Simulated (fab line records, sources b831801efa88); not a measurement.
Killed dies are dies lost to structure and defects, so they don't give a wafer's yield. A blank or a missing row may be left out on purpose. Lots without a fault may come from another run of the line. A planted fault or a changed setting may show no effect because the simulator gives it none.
Chamber matching | flow gf180mcu | GF_V2_CMP_04 on cmp-01: 4 sister chambers
The step polishes SiO2. 4 wafers are shown with their chamber, then 11 later ones without.

WAFERS WITH THEIR CHAMBER
wafer  | chamber | motor_current_A (A)
L082.6 | 3       | 10.5
L088.3 | 2       | 11.1
L088.5 | 0       | 11.2
L090.2 | 1       | 11.4

WAFERS WITHOUT THEIR CHAMBER
wafer  | motor_current_A (A)
L090.3 | 11.1
L090.5 | 11.1
L090.1 | 10.5
L090.4 | 10.8
L090.6 | 11.8
L095.2 | 10.2
L095.5 | 10.9
L095.6 | 11.0
L097.4 | 12.2
L097.5 | 10.9
L097.6 | 11.0

WHICH CHAMBER EACH WENT THROUGH
wafer  | from the rows above               | in truth
L090.3 | can't be placed: 2 or 0 or 1 or 3 | 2
L090.5 | can't be placed: 2 or 0 or 1 or 3 | 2
L090.1 | can't be placed: 3 or 2           | 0
L090.4 | can't be placed: 2 or 3 or 0 or 1 | 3
L090.6 | can't be placed: 1 or 0 or 2      | 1
L095.2 | can't be placed: 3 or 2           | 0
L095.5 | can't be placed: 2 or 0 or 3 or 1 | 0
L095.6 | can't be placed: 2 or 0 or 1 or 3 | 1
L097.4 | can't be placed: 1 or 0 or 2      | 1
L097.5 | can't be placed: 2 or 0 or 3 or 1 | 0
L097.6 | can't be placed: 2 or 0 or 1 or 3 | 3
Placed correctly: 0 of 11. Can't be placed from these rows: 11 (the true chamber is among the candidates in 9). Placed wrongly: 0.
How it was worked out, from the rows above alone: a wafer's distance from a chamber is the root of the sum, over the readings, of the square of ((its reading less the chamber's mean) divided by the reading's scatter). The wafer belongs to the nearest chamber; if the next one is less than 2 further off, it can't be placed. A chamber's mean is the mean of its shown wafers. The scatter: with one shown wafer a chamber, the root of the mean of the squares of how far each hidden wafer lies from its nearest shown one.
